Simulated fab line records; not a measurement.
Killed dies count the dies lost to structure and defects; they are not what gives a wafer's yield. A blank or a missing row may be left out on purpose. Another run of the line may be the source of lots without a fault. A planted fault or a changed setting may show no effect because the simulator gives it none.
Chamber matching || flow gf180mcu || GF_PASSIVATION_CVD_02 on pecvd-04 has 3 sister chambers
The step deposits Si3N4, target thk 700 nm, time 486.18 s. 14 wafers are shown with their chamber, then 7 later ones without.

== WAFERS WITH THEIR CHAMBER ==
{"wafer": "L638.1", "chamber": 2, "heater power w (W)": 922}
{"wafer": "L638.3", "chamber": 1, "heater power w (W)": 656}
{"wafer": "L638.5", "chamber": 1, "heater power w (W)": 652}
{"wafer": "L643.2", "chamber": 0, "heater power w (W)": 738}
{"wafer": "L643.3", "chamber": 2, "heater power w (W)": 951}
{"wafer": "L643.5", "chamber": 0, "heater power w (W)": 771}
{"wafer": "L647.1", "chamber": 0, "heater power w (W)": 647}
{"wafer": "L647.2", "chamber": 2, "heater power w (W)": 917}
{"wafer": "L647.5", "chamber": 2, "heater power w (W)": 951}
{"wafer": "L650.4", "chamber": 1, "heater power w (W)": 553}
{"wafer": "L650.5", "chamber": 2, "heater power w (W)": 939}
{"wafer": "L650.6", "chamber": 0, "heater power w (W)": 746}
{"wafer": "L654.2", "chamber": 0, "heater power w (W)": 684}
{"wafer": "L654.4", "chamber": 1, "heater power w (W)": 537}

SIGNATURES (averages over the wafers above)
{"reading": "heater power w", "chamber 0": 717.20, "chamber 1": 599.50, "chamber 2": 936.00, "scatter within a chamber": 45.9}
Rule: distance of a wafer from a chamber = root of the sum over the readings of ((wafer's reading minus chamber's mean) / reading's scatter) squared. The wafer belongs to the nearest chamber; if the next one is less than 2 further off, it can't be placed. The scatter: take each reading less its chamber's mean, square it, sum over the shown wafers, divide by the number of wafers less the number of chambers, and take the root.

== WAFERS WHOSE CHAMBER IS MISSING ==
{"wafer": "L654.6", "heater power w (W)": 876}
{"wafer": "L660.2", "heater power w (W)": 622}
{"wafer": "L660.3", "heater power w (W)": 650}
{"wafer": "L660.5", "heater power w (W)": 908}
{"wafer": "L659.1", "heater power w (W)": 980}
{"wafer": "L659.5", "heater power w (W)": 718}
{"wafer": "L659.6", "heater power w (W)": 795}

== WHICH CHAMBER EACH WENT THROUGH ==
{"wafer": "L654.6", "from the rows above": 2, "in truth": 2}
{"wafer": "L660.2", "from the rows above": "can't be placed: 1 or 0", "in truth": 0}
{"wafer": "L660.3", "from the rows above": "can't be placed: 1 or 0", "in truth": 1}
{"wafer": "L660.5", "from the rows above": 2, "in truth": 2}
{"wafer": "L659.1", "from the rows above": 2, "in truth": 2}
{"wafer": "L659.5", "from the rows above": 0, "in truth": 0}
{"wafer": "L659.6", "from the rows above": "can't be placed: 0 or 2", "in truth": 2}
Correct placement for 4 of the 7. Unplaceable from these rows: 3, with the true chamber sitting among the candidates in 3. Placed wrongly: 0.
